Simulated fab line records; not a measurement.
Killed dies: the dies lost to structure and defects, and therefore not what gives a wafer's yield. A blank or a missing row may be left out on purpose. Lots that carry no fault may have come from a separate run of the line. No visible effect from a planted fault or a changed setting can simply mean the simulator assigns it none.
fab line records	flow gf180mcu
[record] lots = 24	wafers = 72	last_day = 34
route steps=602 shown V3@451 M4@456 V4@491 MIM@523
lots that met no fault: from a run of the same line without faults
start_h: hours from the record's opening day to when the first of the lot's shown wafers began	wait_h: how many hours have passed since the lot's step before this one	" repeats the value in the row above	L1.1+2: several wafers, shown together as one row	- either no value or no given start	* or withheld: withheld	< > ~ a bound
route shown NAME@n: NAME is a module with steps in the file, n the number in the route of the first one	usual: mean/standard deviation taken from wafers without a fault	same: alike in all rows	chamber/n: place in a boat	sites: the reading at each site	_std_site: standard deviation of those values	_edge_site: the outer-site mean with the inner-site mean subtracted	radius_mm: for every site, how far away it sits from the centre of the wafer	mask NAME#n: copy n	behind: the tool/chamber that last shaped the wafer	hold: why the lot went on hold/how many hours it stayed there/how the hold came to an end	device: the n, p or np transistor that did not switch	end of line: tests of these same wafers at the route's end	step lacking rows: just its recipe	killed: dies that structure and defects cost at the first sort, which is not the same as the wafer's yield	map: a wafer's dies, marking killed ones x, the rest . and places with no die _
set.NAME: the setting the step ran with; set.NAME@STEP: the setting that earlier step ran with	model.NAME: the simulator's own value behind a step, which no gauge read
one table for each step of the route and one row for each wafer, over a sample of lots
services: the hour from which a tool's chamber was out of use, counted from the record's first day as start_h (under 0 if before that day), plus the number of hours and why
[[steps]]
[step GF_V3_SPUTTER_22]
[recipe] material = TiN	target_thk_nm = 10	chamber_pressure_pa = 5	power_w = 4000	time_s = 40
[usual] throttle_valve_pct = 29.4/0.73
lot.wafer	tool	chamber	start_h	wait_h	throttle_valve_pct
L074.1	pvd_sputter-02	-	514.62	0.0	30.8
L074.4	"	-	"	"	29.9
L074.5	"	-	"	"	29.3
L075.2	pvd_sputter-03	-	516.43	0.0	29.2
L075.5	"	-	"	"	29.1
L075.6	"	-	"	"	29.1
L076.2	pvd_sputter-03	-	526.09	0.0	29.3
L076.3	"	-	"	"	29.1
L076.5	"	-	"	"	28.5
L077.1	pvd_sputter-03	-	542.79	0.0	29.3
L077.2	"	-	"	"	29.4
L077.4	"	-	"	"	28.9
L078.1	pvd_sputter-04	-	543.75	0.0	29.4
L078.2	"	-	"	"	31.0
L078.4	"	-	"	"	28.6
L079.2	pvd_sputter-04	-	551.58	0.0	28.4
L079.4	"	-	"	"	28.6
L079.6	"	-	"	"	29.5
L080.2	pvd_sputter-04	-	565.59	0.0	31.0
L080.4	"	-	"	"	28.5
L080.6	"	-	"	"	31.0
L081.1	pvd_sputter-03	-	568.56	0.0	29.5
L081.2	"	-	"	"	29.0
L081.3	"	-	"	"	28.8
L082.1	pvd_sputter-03	-	576.57	0.0	29.1
L082.5	"	-	"	"	29.3
L082.6	"	-	"	"	29.3
L083.1	pvd_sputter-04	-	583.41	0.0	28.7
L083.2	"	-	"	"	29.3
L083.5	"	-	"	"	28.5
L084.1	pvd_sputter-02	-	593.15	0.0	30.4
L084.4	"	-	"	"	29.6
L084.5	"	-	"	"	30.6
L085.1	pvd_sputter-02	-	603.66	0.0	30.8
L085.2	"	-	"	"	30.3
L085.3	"	-	"	"	29.5
L086.3	pvd_sputter-02	-	606.76	0.0	29.7
L086.4	"	-	"	"	29.5
L086.5	"	-	"	"	29.6
L087.2	pvd_sputter-02	-	627.15	0.0	29.7
L087.3	"	-	"	"	29.8
L087.5	"	-	"	"	30.5
L088.3	pvd_sputter-04	-	630.72	0.0	28.8
L088.5	"	-	"	"	31.1
L088.6	"	-	"	"	29.1
L089.1	pvd_sputter-03	-	637.13	0.0	29.1
L089.4	"	-	"	"	29.6
L089.6	"	-	"	"	29.5
L090.2	pvd_sputter-04	-	646.49	0.0	28.4
L090.4	"	-	"	"	31.0
L090.5	"	-	"	"	28.9
L091.3	pvd_sputter-03	-	649.77	0.0	29.3
L091.4	"	-	"	"	28.5
L091.5	"	-	"	"	29.4
L092.1	pvd_sputter-04	-	657.50	0.0	28.8
L092.2	"	-	"	"	30.5
L092.5	"	-	"	"	31.0
L093.1	pvd_sputter-03	-	668.21	0.0	29.4
L093.2	"	-	"	"	29.0
L093.3	"	-	"	"	28.5
L094.3	pvd_sputter-03	-	669.76	0.0	29.4
L094.5	"	-	"	"	29.4
L094.6	"	-	"	"	28.7
L095.2	pvd_sputter-02	-	675.16	0.0	29.8
L095.4	"	-	"	"	30.6
L095.6	"	-	"	"	30.7
L096.1	pvd_sputter-03	-	692.38	0.0	28.9
L096.3	"	-	"	"	29.3
L096.5	"	-	"	"	29.3
L097.1	pvd_sputter-03	-	695.79	0.0	29.2
L097.3	"	-	"	"	28.8
L097.5	"	-	"	"	29.5
[step GF_M4_SPUTTER_00]
[recipe] material = Ti	target_thk_nm = 37.5	arriving_ion_energy_ev = 80	substrate_temp_c = 200	chamber_pressure_pa = 2	power_w = 4000	time_s = 150
[usual] throttle_valve_pct = 29.4/0.86
lot.wafer	tool	chamber	start_h	wait_h	throttle_valve_pct
L074.1	pvd_sputter-04	-	515.25	0.1	28.6
L074.4	"	-	"	"	30.9
L074.5	"	-	"	"	29.3
L075.2	pvd_sputter-04	-	517.07	0.2	28.3
L075.5	"	-	"	"	28.7
L075.6	"	-	"	"	28.2
L076.2	pvd_sputter-01	-	526.72	0.2	30.6
L076.3	"	-	"	"	30.3
L076.5	"	-	"	"	29.0
L077.1	pvd_sputter-01	-	543.42	0.1	30.2
L077.2	"	-	"	"	28.9
L077.4	"	-	"	"	30.7
L078.1	pvd_sputter-03	-	544.38	0.2	29.1
L078.2	"	-	"	"	29.3
L078.4	"	-	"	"	29.3
L079.2	pvd_sputter-03	-	552.21	0.1	28.9
L079.4	"	-	"	"	28.9
L079.6	"	-	"	"	29.4
L080.2	pvd_sputter-03	-	566.22	0.1	29.2
L080.4	"	-	"	"	28.9
L080.6	"	-	"	"	28.8
L081.1	pvd_sputter-01	-	569.19	0.2	30.3
L081.2	"	-	"	"	28.7
L081.3	"	-	"	"	30.4
L082.1	pvd_sputter-04	-	577.21	0.1	28.6
L082.5	"	-	"	"	31.2
L082.6	"	-	"	"	28.6
L083.1	pvd_sputter-01	-	584.06	0.1	30.1
L083.2	"	-	"	"	31.0
L083.5	"	-	"	"	29.9
L084.1	pvd_sputter-03	-	593.78	0.2	29.4
L084.4	"	-	"	"	28.8
L084.5	"	-	"	"	29.0
L085.1	pvd_sputter-01	-	604.29	0.2	30.3
L085.2	"	-	"	"	30.7
L085.3	"	-	"	"	28.7
L086.3	pvd_sputter-01	-	607.39	0.1	30.4
L086.4	"	-	"	"	30.5
L086.5	"	-	"	"	28.8
L087.2	pvd_sputter-04	-	627.78	0.1	28.7
L087.3	"	-	"	"	30.8
L087.5	"	-	"	"	28.5
L088.3	pvd_sputter-03	-	631.35	0.1	29.0
L088.5	"	-	"	"	29.9
L088.6	"	-	"	"	28.7
L089.1	pvd_sputter-03	-	637.77	0.1	28.7
L089.4	"	-	"	"	29.3
L089.6	"	-	"	"	29.0
L090.2	pvd_sputter-04	-	647.12	0.2	28.7
L090.4	"	-	"	"	30.8
L090.5	"	-	"	"	29.1
L091.3	pvd_sputter-04	-	650.41	0.2	30.9
L091.4	"	-	"	"	28.4
L091.5	"	-	"	"	30.9
L092.1	pvd_sputter-01	-	658.13	0.2	30.8
L092.2	"	-	"	"	30.1
L092.5	"	-	"	"	30.6
L093.1	pvd_sputter-04	-	668.84	0.1	28.6
L093.2	"	-	"	"	29.4
L093.3	"	-	"	"	31.2
L094.3	pvd_sputter-04	-	670.47	0.2	28.8
L094.5	"	-	"	"	28.4
L094.6	"	-	"	"	28.7
L095.2	pvd_sputter-03	-	675.83	0.2	29.0
L095.4	"	-	"	"	29.4
L095.6	"	-	"	"	29.6
L096.1	pvd_sputter-04	-	693.01	0.2	31.1
L096.3	"	-	"	"	28.7
L096.5	"	-	"	"	28.8
L097.1	pvd_sputter-04	-	696.42	0.2	29.4
L097.3	"	-	"	"	31.0
L097.5	"	-	"	"	28.6
[step GF_M4_SPUTTER_01]
[recipe] material = TiN	target_thk_nm = 30	power_w = 6500	time_s = 25	chamber_pressure_pa = 0.4
[usual] throttle_valve_pct = 29.4/0.88
lot.wafer	tool	chamber	start_h	wait_h	throttle_valve_pct
L074.1	pvd_sputter-04	-	515.35	0.1	28.5
L074.4	"	-	"	"	31.1
L074.5	"	-	"	"	29.5
L075.2	pvd_sputter-04	-	517.17	0.1	28.6
L075.5	"	-	"	"	28.4
L075.6	"	-	"	"	28.6
L076.2	pvd_sputter-01	-	526.82	0.1	30.9
L076.3	"	-	"	"	30.4
L076.5	"	-	"	"	29.1
L077.1	pvd_sputter-01	-	543.52	0.1	30.4
L077.2	"	-	"	"	28.5
L077.4	"	-	"	"	31.0
L078.1	pvd_sputter-03	-	544.48	0.1	29.4
L078.2	"	-	"	"	29.1
L078.4	"	-	"	"	29.4
L079.2	pvd_sputter-03	-	552.31	0.1	29.1
L079.4	"	-	"	"	29.2
L079.6	"	-	"	"	29.6
L080.2	pvd_sputter-03	-	566.32	0.1	29.1
L080.4	"	-	"	"	28.6
L080.6	"	-	"	"	29.0
L081.1	pvd_sputter-01	-	569.29	0.1	30.2
L081.2	"	-	"	"	28.7
L081.3	"	-	"	"	30.5
L082.1	pvd_sputter-04	-	577.31	0.1	28.6
L082.5	"	-	"	"	31.3
L082.6	"	-	"	"	28.4
L083.1	pvd_sputter-01	-	584.16	0.1	30.3
L083.2	"	-	"	"	31.0
L083.5	"	-	"	"	30.3
L084.1	pvd_sputter-03	-	593.88	0.1	28.9
L084.4	"	-	"	"	28.6
L084.5	"	-	"	"	28.9
L085.1	pvd_sputter-01	-	604.39	0.1	30.3
L085.2	"	-	"	"	30.3
L085.3	"	-	"	"	28.6
L086.3	pvd_sputter-01	-	607.49	0.1	30.4
L086.4	"	-	"	"	30.8
L086.5	"	-	"	"	28.8
L087.2	pvd_sputter-04	-	627.88	0.1	28.8
L087.3	"	-	"	"	30.9
L087.5	"	-	"	"	28.5
L088.3	pvd_sputter-03	-	631.46	0.1	28.8
L088.5	"	-	"	"	29.8
L088.6	"	-	"	"	28.6
L089.1	pvd_sputter-03	-	637.88	0.1	28.7
L089.4	"	-	"	"	29.0
L089.6	"	-	"	"	28.9
L090.2	pvd_sputter-04	-	647.22	0.1	28.3
L090.4	"	-	"	"	31.0
L090.5	"	-	"	"	29.3
L091.3	pvd_sputter-04	-	650.51	0.1	31.1
L091.4	"	-	"	"	28.4
L091.5	"	-	"	"	31.1
L092.1	pvd_sputter-01	-	658.23	0.1	30.4
L092.2	"	-	"	"	30.0
L092.5	"	-	"	"	31.0
L093.1	pvd_sputter-04	-	668.94	0.1	28.3
L093.2	"	-	"	"	29.3
L093.3	"	-	"	"	31.1
L094.3	pvd_sputter-04	-	670.57	0.1	28.4
L094.5	"	-	"	"	28.7
L094.6	"	-	"	"	28.7
L095.2	pvd_sputter-03	-	675.93	0.1	29.2
L095.4	"	-	"	"	29.6
L095.6	"	-	"	"	29.5
L096.1	pvd_sputter-04	-	693.11	0.1	30.8
L096.3	"	-	"	"	28.6
L096.5	"	-	"	"	28.5
L097.1	pvd_sputter-04	-	696.52	0.1	29.3
L097.3	"	-	"	"	31.0
L097.5	"	-	"	"	28.7
[step GF_M4_SPUTTER_03]
[recipe] material = Ti	target_thk_nm = 10	substrate_temp_c = 300	chamber_pressure_pa = 0.3	power_w = 3000	time_s = 6.7
[usual] throttle_valve_pct = 29.4/0.86
lot.wafer	tool	chamber	start_h	wait_h	throttle_valve_pct
L074.1	pvd_sputter-04	-	515.41	0.0	28.5
L074.4	"	-	"	"	30.9
L074.5	"	-	"	"	29.2
L075.2	pvd_sputter-04	-	517.23	0.0	28.6
L075.5	"	-	"	"	28.6
L075.6	"	-	"	"	28.7
L076.2	pvd_sputter-01	-	526.88	0.0	30.8
L076.3	"	-	"	"	30.2
L076.5	"	-	"	"	28.6
L077.1	pvd_sputter-01	-	543.58	0.0	30.3
L077.2	"	-	"	"	28.8
L077.4	"	-	"	"	30.7
L078.1	pvd_sputter-03	-	544.54	0.0	29.4
L078.2	"	-	"	"	29.0
L078.4	"	-	"	"	29.4
L079.2	pvd_sputter-03	-	552.37	0.0	29.3
L079.4	"	-	"	"	28.8
L079.6	"	-	"	"	29.2
L080.2	pvd_sputter-03	-	566.39	0.0	29.1
L080.4	"	-	"	"	28.7
L080.6	"	-	"	"	29.1
L081.1	pvd_sputter-01	-	569.35	0.0	30.2
L081.2	"	-	"	"	28.5
L081.3	"	-	"	"	30.7
L082.1	pvd_sputter-04	-	577.37	0.0	28.4
L082.5	"	-	"	"	31.0
L082.6	"	-	"	"	28.7
L083.1	pvd_sputter-01	-	584.22	0.0	30.5
L083.2	"	-	"	"	30.9
L083.5	"	-	"	"	30.6
L084.1	pvd_sputter-03	-	593.94	0.0	29.1
L084.4	"	-	"	"	28.7
L084.5	"	-	"	"	29.0
L085.1	pvd_sputter-01	-	604.45	0.0	30.3
L085.2	"	-	"	"	30.6
L085.3	"	-	"	"	28.6
L086.3	pvd_sputter-01	-	607.55	0.0	30.5
L086.4	"	-	"	"	30.8
L086.5	"	-	"	"	28.7
L087.2	pvd_sputter-04	-	627.94	0.0	28.6
L087.3	"	-	"	"	31.1
L087.5	"	-	"	"	28.8
L088.3	pvd_sputter-03	-	631.52	0.0	28.7
L088.5	"	-	"	"	29.3
L088.6	"	-	"	"	28.8
L089.1	pvd_sputter-03	-	637.94	0.0	28.6
L089.4	"	-	"	"	29.3
L089.6	"	-	"	"	29.2
L090.2	pvd_sputter-04	-	647.28	0.0	28.8
L090.4	"	-	"	"	30.8
L090.5	"	-	"	"	29.5
L091.3	pvd_sputter-04	-	650.57	0.0	30.9
L091.4	"	-	"	"	28.6
L091.5	"	-	"	"	30.9
L092.1	pvd_sputter-01	-	658.29	0.0	30.9
L092.2	"	-	"	"	30.1
L092.5	"	-	"	"	30.9
L093.1	pvd_sputter-04	-	669.00	0.0	28.5
L093.2	"	-	"	"	29.4
L093.3	"	-	"	"	30.9
L094.3	pvd_sputter-04	-	670.63	0.0	28.7
L094.5	"	-	"	"	28.6
L094.6	"	-	"	"	28.6
L095.2	pvd_sputter-03	-	675.99	0.0	29.0
L095.4	"	-	"	"	29.6
L095.6	"	-	"	"	29.5
L096.1	pvd_sputter-04	-	693.17	0.0	31.2
L096.3	"	-	"	"	28.7
L096.5	"	-	"	"	28.7
L097.1	pvd_sputter-04	-	696.58	0.0	29.3
L097.3	"	-	"	"	30.8
L097.5	"	-	"	"	28.5
[step GF_V4_OVL_MEAS_15]
[usual] V4_OVL = 0/5.7
lot.wafer	tool	chamber	start_h	wait_h	V4_OVL[nm]
L074.1	overlay-01	-	562.39	0.1	-12
L074.4	"	-	"	"	-12
L074.5	"	-	"	"	-19
L075.2	overlay-02	-	564.15	0.1	9
L075.5	"	-	"	"	9
L075.6	"	-	"	"	10
L076.2	overlay-02	-	572.44	0.1	0
L076.3	"	-	"	"	-2
L076.5	"	-	"	"	4
L077.1	overlay-02	-	589.23	0.1	5
L077.2	"	-	"	"	-5
L077.4	"	-	"	"	0
L078.1	overlay-02	-	589.58	0.1	0
L078.2	"	-	"	"	2
L078.4	"	-	"	"	-2
L079.2	overlay-02	-	596.55	0.1	-9
L079.4	"	-	"	"	0
L079.6	"	-	"	"	0
L080.2	overlay-01	-	610.59	0.1	9
L080.4	"	-	"	"	9
L080.6	"	-	"	"	6
L081.1	overlay-02	-	613.10	0.1	0
L081.2	"	-	"	"	-1
L081.3	"	-	"	"	-2
L082.1	overlay-02	-	620.23	0.1	-1
L082.5	"	-	"	"	-1
L082.6	"	-	"	"	2
L083.1	overlay-02	-	627.63	0.1	-4
L083.2	"	-	"	"	-6
L083.5	"	-	"	"	4
L084.1	overlay-01	-	637.00	0.1	-8
L084.4	"	-	"	"	7
L084.5	"	-	"	"	-7
L085.1	overlay-02	-	646.68	0.1	-3
L085.2	"	-	"	"	10
L085.3	"	-	"	"	-2
L086.3	overlay-01	-	649.65	0.1	10
L086.4	"	-	"	"	-2
L086.5	"	-	"	"	7
L087.2	overlay-01	-	668.05	0.1	-8
L087.3	"	-	"	"	5
L087.5	"	-	"	"	-3
L088.3	overlay-02	-	673.15	0.1	-2
L088.5	"	-	"	"	0
L088.6	"	-	"	"	0
L089.1	overlay-02	-	678.64	0.1	6
L089.4	"	-	"	"	-2
L089.6	"	-	"	"	3
L090.2	overlay-02	-	685.80	0.1	2
L090.4	"	-	"	"	-2
L090.5	"	-	"	"	0
L091.3	overlay-01	-	690.21	0.1	-2
L091.4	"	-	"	"	-6
L091.5	"	-	"	"	-5
L092.1	overlay-02	-	698.74	0.1	6
L092.2	"	-	"	"	1
L092.5	"	-	"	"	6
L093.1	overlay-01	-	708.78	0.1	1
L093.2	"	-	"	"	-4
L093.3	"	-	"	"	-4
L094.3	overlay-02	-	709.50	0.1	-1
L094.5	"	-	"	"	4
L094.6	"	-	"	"	2
L095.2	overlay-01	-	714.50	0.1	6
L095.4	"	-	"	"	4
L095.6	"	-	"	"	10
L096.1	overlay-02	-	730.18	0.1	3
L096.3	"	-	"	"	7
L096.5	"	-	"	"	9
L097.1	overlay-02	-	733.45	0.1	-8
L097.3	"	-	"	"	4
L097.5	"	-	"	"	-4
[step GF_MIM_STRIP_20]
[recipe] chemistry = O2/N2	power_w = 1400	pressure_mtorr = 1500	platen_temp_c = 250	o2_flow_sccm = 3000	n2_flow_sccm = 300	overash_fraction = 0.5
[usual] drypump_motor_current_A = 5.89/0.2	heater_power_w = 348/21	n2_flow_sccm = 299.9/0.92	oes_product_au = 0.693/0.005	strip_time_to_endpoint_s = 11.25/0.035
lot.wafer	tool	chamber	start_h	wait_h	drypump_motor_current_A	heater_power_w	n2_flow_sccm	oes_product_au	rf_hours_counter_h	strip_time_to_endpoint_s
L074.1	plasma_asher-02	0	585.70	0.0	5.56	314	299.1	0.694	16	11.30
L074.4	"	1	"	"	5.80	388	300.2	0.695	-	11.30
L074.5	"	0	"	"	5.55	309	299.1	0.695	-	11.28
L075.2	plasma_asher-04	0	594.00	0.0	6.08	337	300.7	0.695	47	11.27
L075.5	"	0	"	"	6.08	340	300.8	0.696	-	11.26
L075.6	"	1	"	"	6.05	337	300.5	0.692	-	11.30
L076.2	plasma_asher-03	1	595.24	0.0	5.68	354	298.7	0.696	101	11.25
L076.3	"	0	"	"	5.65	370	299.8	0.685	-	11.25
L076.5	"	1	"	"	5.70	365	297.7	0.693	-	11.25
L077.1	plasma_asher-04	0	611.84	0.0	6.10	339	299.5	0.703	49	11.24
L077.2	"	1	"	"	6.06	339	298.7	0.696	49	11.28
L077.4	"	0	"	"	6.09	346	300.2	0.685	-	11.28
L078.1	plasma_asher-04	1	612.49	0.0	6.07	335	299.4	0.686	49	11.27
L078.2	"	0	"	"	6.08	337	300.8	0.684	49	11.28
L078.4	"	0	"	"	6.09	342	298.5	0.699	-	11.32
L079.2	plasma_asher-03	1	618.77	0.1	5.70	360	299.0	0.691	104	11.26
L079.4	"	0	"	"	5.69	376	300.3	0.694	-	11.22
L079.6	"	0	"	"	5.66	381	300.2	0.694	-	11.26
L080.2	plasma_asher-03	1	632.60	0.0	5.70	362	300.7	0.699	105	11.28
L080.4	"	0	"	"	5.66	379	298.6	0.695	-	11.26
L080.6	"	0	"	"	5.71	380	298.5	0.697	-	11.26
L081.1	plasma_asher-04	1	635.35	0.0	6.04	342	298.4	0.691	52	11.18
L081.2	"	0	"	"	6.09	339	301.9	0.697	52	11.21
L081.3	"	0	"	"	6.09	336	300.9	0.689	-	11.15
L082.1	plasma_asher-03	0	642.40	0.0	5.68	359	299.6	0.699	106	11.25
L082.5	"	1	"	"	5.70	356	299.1	0.696	-	11.23
L082.6	"	0	"	"	5.69	378	299.8	0.694	-	11.28
L083.1	plasma_asher-04	1	649.15	0.0	6.04	338	301.0	0.688	53	11.18
L083.2	"	0	"	"	6.08	336	301.5	0.700	53	11.21
L083.5	"	1	"	"	6.04	335	300.2	0.689	-	11.24
L084.1	plasma_asher-03	0	657.75	0.0	5.65	373	301.6	0.688	108	11.27
L084.4	"	1	"	"	5.70	361	298.5	0.694	-	11.26
L084.5	"	0	"	"	5.71	381	301.5	0.693	-	11.24
L085.1	plasma_asher-03	1	667.70	0.0	5.69	356	301.0	0.698	109	11.25
L085.2	"	0	"	"	5.64	376	299.4	0.701	109	11.22
L085.3	"	1	"	"	5.69	356	299.5	0.695	-	11.27
L086.3	plasma_asher-02	0	671.48	0.1	5.52	304	299.7	0.689	-	11.25
L086.4	"	1	"	"	5.80	380	301.2	0.696	-	11.21
L086.5	"	1	"	"	5.81	384	299.7	0.691	-	11.23
L087.2	plasma_asher-02	1	689.20	0.0	5.77	379	299.5	0.691	28	11.23
L087.3	"	1	"	"	5.79	387	300.5	0.694	-	11.21
L087.5	"	1	"	"	5.77	379	299.2	0.688	-	11.21
L088.3	plasma_asher-04	1	693.53	0.1	6.05	351	299.9	0.691	-	11.31
L088.5	"	0	"	"	6.08	332	299.7	0.692	-	11.26
L088.6	"	1	"	"	6.03	349	300.4	0.703	-	11.32
L089.1	plasma_asher-04	1	699.60	0.0	6.04	333	301.4	0.699	58	11.22
L089.4	"	0	"	"	6.11	331	297.2	0.687	-	11.26
L089.6	"	0	"	"	6.10	337	300.8	0.699	-	11.25
L090.2	plasma_asher-04	0	706.25	0.0	6.10	329	301.4	0.691	58	11.22
L090.4	"	0	"	"	6.12	348	298.6	0.691	-	11.23
L090.5	"	1	"	"	6.03	335	299.3	0.686	-	11.26
L091.3	plasma_asher-04	0	709.83	0.1	6.09	340	298.4	0.697	-	11.27
L091.4	"	1	"	"	6.08	350	299.5	0.692	-	11.22
L091.5	"	1	"	"	6.06	353	300.7	0.699	-	11.27
L092.1	plasma_asher-02	1	718.39	0.0	5.81	388	301.3	0.701	31	11.27
L092.2	"	0	"	"	5.54	314	298.8	0.692	31	11.25
L092.5	"	1	"	"	5.82	384	299.5	0.696	-	11.21
L093.1	plasma_asher-04	0	727.95	0.0	6.09	334	300.8	0.703	61	11.27
L093.2	"	1	"	"	6.04	344	299.1	0.696	61	11.24
L093.3	"	1	"	"	6.07	346	299.5	0.694	-	11.26
L094.3	plasma_asher-03	1	729.07	0.1	5.70	354	299.3	0.680	-	11.18
L094.5	"	0	"	"	5.67	376	298.5	0.693	-	11.18
L094.6	"	1	"	"	5.69	360	300.7	0.687	-	11.18
L095.2	plasma_asher-04	1	733.74	0.0	6.05	342	299.9	0.690	61	11.23
L095.4	"	0	"	"	6.09	330	300.1	0.690	-	11.26
L095.6	"	0	"	"	6.09	335	299.9	0.686	-	11.25
L096.1	plasma_asher-04	1	749.25	0.0	6.03	340	300.8	0.700	63	11.27
L096.3	"	0	"	"	6.10	341	299.8	0.692	-	11.25
L096.5	"	1	"	"	6.03	337	300.2	0.695	-	11.28
L097.1	plasma_asher-04	1	751.45	0.0	6.06	341	301.7	0.693	63	11.25
L097.3	"	1	"	"	6.03	344	299.1	0.697	-	11.26
L097.5	"	1	"	"	6.05	345	300.4	0.689	-	11.31
[[services]]
tool	chamber	start_h	hours	kind
pvd_sputter-02	-	514.90	1.1	repair
plasma_asher-04	-	537.96	15.9	pm
plasma_asher-02	-	538.36	14.6	pm
pvd_sputter-02	-	546.38	8.1	repair
pvd_sputter-04	2	577.43	-	consumable_replace:kit
pvd_sputter-04	2	577.43	18.0	scheduled_down
pvd_sputter-04	2	577.43	18.0	vent_cycle
pvd_sputter-04	-	584.05	13.2	repair
pvd_sputter-04	-	633.12	9.8	repair
pvd_sputter-03	-	638.32	0.7	repair
pvd_sputter-03	3	639.55	-	consumable_replace:kit
plasma_asher-04	-	662.54	3.5	repair
pvd_sputter-01	3	664.70	-	consumable_replace:kit
pvd_sputter-01	3	664.70	18.0	scheduled_down
pvd_sputter-01	3	664.70	18.0	vent_cycle
pvd_sputter-04	1	670.69	-	consumable_replace:kit
pvd_sputter-04	1	670.69	18.0	scheduled_down
pvd_sputter-04	1	670.69	18.0	vent_cycle
pvd_sputter-01	-	685.31	1.6	repair
plasma_asher-03	-	687.69	3.6	repair
pvd_sputter-01	-	689.55	0.7	repair
plasma_asher-03	-	733.75	9.0	pm
plasma_asher-03	0	733.75	9.0	vent_cycle
plasma_asher-03	-	745.86	5.5	repair
[[key]]
fault none
